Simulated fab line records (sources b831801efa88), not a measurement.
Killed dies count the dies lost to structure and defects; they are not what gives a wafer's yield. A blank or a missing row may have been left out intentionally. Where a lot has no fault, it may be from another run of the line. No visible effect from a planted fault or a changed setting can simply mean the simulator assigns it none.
Tool commonality check + flow gf180mcu + 12 lots and 34 wafers in the sample

REASON IT WAS OPENED
1 of 12 lots carry a flag on the reading M2_ALCU_RS at GF_M2_RS_MEAS_05. No-fault wafers: 0.0694 ohm/sq, standard deviation 0.00093.
Rule: a lot is flagged in two cases, either no wafer of it has a number, or all its wafers with numbers fall more than 4 standard deviations from that mean. The other lots count as sound.

| lot  | measured     | on            | M2_ALCU_RS (ohm/sq), wafer by wafer | flag    |
|------|--------------|---------------|-------------------------------------|---------|
| L919 | day 17 22:35 | film-metro-01 | 0.0692 0.0680 0.0690                |         |
| L921 | day 18 15:19 | film-metro-03 | 0.0701 0.0684 0.0692                |         |
| L923 | day 19 08:16 | film-metro-01 | 0.0696 0.0695                       |         |
| L924 | day 19 17:41 | film-metro-02 | 0.0678 0.0678 0.0695                |         |
| L925 | day 20 07:37 | film-metro-03 | 0.0697 0.0700 0.0686                |         |
| L926 | day 21 08:17 | film-metro-03 | 0.0708 0.0691 0.0709                |         |
| L927 | day 21 10:13 | film-metro-02 | 0.0687 0.0671 0.0683                |         |
| L928 | day 21 22:49 | film-metro-02 | 0.0697 0.0690 0.0699                |         |
| L932 | day 23 19:31 | film-metro-03 | 0.0695 0.0703 0.0694                |         |
| L935 | day 24 00:45 | film-metro-01 | 0.0940 0.0937                       | FLAGGED |
| L940 | day 25 13:26 | film-metro-03 | 0.0702 0.0695 0.0697                |         |
| L942 | day 26 02:59 | film-metro-01 | 0.0709 0.0692 0.0700                |         |
On average the flagged lots' numbers are 0.0939 ohm/sq, which is +0.0244 ohm/sq against the usual, or +26 standard deviations.

TOOL THAT RAN EACH LOT
The record keeps 1 process step preceding the reading, out of 602 steps on the route. Each cell gives the tool, then ch followed by the chambers the sampled wafers passed through, then the start.
| lot  | flag    | GF_M2_SPUTTER_02             |
|------|---------|------------------------------|
| L919 |         | pvd-sputter-02, day 17 22:26 |
| L921 |         | pvd-sputter-01, day 18 15:12 |
| L923 |         | pvd-sputter-03, day 19 08:07 |
| L924 |         | pvd-sputter-02, day 19 17:34 |
| L925 |         | pvd-sputter-01, day 20 07:32 |
| L926 |         | pvd-sputter-01, day 21 08:12 |
| L927 |         | pvd-sputter-01, day 21 10:08 |
| L928 |         | pvd-sputter-03, day 21 22:43 |
| L932 |         | pvd-sputter-01, day 23 19:25 |
| L935 | FLAGGED | pvd-sputter-01, day 24 00:40 |
| L940 |         | pvd-sputter-03, day 25 13:21 |
| L942 |         | pvd-sputter-02, day 26 02:51 |
What is done by these steps:
- GF_M2_SPUTTER_02: material AlCu, target thk 450 nm, time 23.9 s.
- GF_M2_RS_MEAS_05: measures by four-point-probe.

FLAGGED AGAINST TOTAL, ONE TOOL AT A TIME (gauges that did the reading follow at the end)
| step             | tool           | lots run | flagged | share of the flagged lots | sound lots run after its first flagged lot |
|------------------|----------------|----------|---------|---------------------------|--------------------------------------------|
| GF_M2_SPUTTER_02 | pvd-sputter-01 | 6        | 1       | all                       | 0                                          |
| GF_M2_SPUTTER_02 | pvd-sputter-02 | 3        | 0       | none                      | -                                          |
| GF_M2_SPUTTER_02 | pvd-sputter-03 | 3        | 0       | none                      | -                                          |
| GF_M2_RS_MEAS_05 | film-metro-01  | 4        | 1       | all                       | 1 (L942)                                   |
| GF_M2_RS_MEAS_05 | film-metro-02  | 3        | 0       | none                      | -                                          |
| GF_M2_RS_MEAS_05 | film-metro-03  | 5        | 0       | none                      | -                                          |

WHAT THE TABLE ALLOWS
pvd-sputter-01 at GF_M2_SPUTTER_02 and film-metro-01 at GF_M2_RS_MEAS_05 are the 2 rows of the table that ran each flagged lot.
- pvd-sputter-01 at GF_M2_SPUTTER_02: 1 of its 6 lots flagged. A fault beginning between L932 (day 23 19:25), its last sound lot, and L935 (day 24 00:40), its first flagged one, fits the data.
- film-metro-01 at GF_M2_RS_MEAS_05: 1 of its 4 lots flagged. Sound lots ran on it after the first flagged one (L942), which a lasting fault on the whole tool wouldn't allow.
Left over: one tool, pvd-sputter-01 at GF_M2_SPUTTER_02.

WHAT THE SIMULATOR PUT IN
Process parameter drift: pvd-sputter-01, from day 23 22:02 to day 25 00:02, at GF_M2_SPUTTER_02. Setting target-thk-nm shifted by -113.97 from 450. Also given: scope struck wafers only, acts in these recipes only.
Lots struck among those shown: L935. This agrees with what the rule above found.
